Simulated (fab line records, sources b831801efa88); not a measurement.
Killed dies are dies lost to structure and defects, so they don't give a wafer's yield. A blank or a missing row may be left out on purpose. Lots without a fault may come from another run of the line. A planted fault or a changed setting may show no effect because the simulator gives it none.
Which tool did it? | flow gf180mcu | 6 lots, 18 wafers sampled, at 1 step of a route of 602

WHAT THE GAUGES READ, wafer by wafer
GF_V1_OVL_MEAS_15.
lot  | measured     | on         | V1_OVL (nm)
L397 | day 18 11:38 | overlay-02 | 4 3 6
L402 | day 20 07:29 | overlay-01 | -16 -9 -14
L404 | day 21 12:08 | overlay-01 | -5 -5 -9
L414 | day 25 04:47 | overlay-01 | 0 -3 -12
L416 | day 25 11:01 | overlay-01 | 1 -5 0
L419 | day 26 10:28 | overlay-01 | 6 -5 -6

WHICH TOOL RAN EACH LOT (tool, then ch and the chambers of the sampled wafers, then the start)
The record holds no process step before these readings.

THE ANSWER, worked out from the rows above alone
Rule: what is usual is taken from the lots themselves. Put in order of their means at a reading, lots are off if they are a third of the lots or fewer, leave a main group of 4 or more, and stand apart from it by a gap of 3 or more times the standard deviation of the main group's means; of several such gaps the widest counts. A main group whose means are all the same, to the digits that the tables above print for the reading, isn't used. A lot without any number at a reading at which 4 lots or more have one is off too. The other lots that the step has rows for count as sound.
No lot is off at any reading shown: from this, nothing can be told.

WHAT THE SIMULATOR HAD PUT IN
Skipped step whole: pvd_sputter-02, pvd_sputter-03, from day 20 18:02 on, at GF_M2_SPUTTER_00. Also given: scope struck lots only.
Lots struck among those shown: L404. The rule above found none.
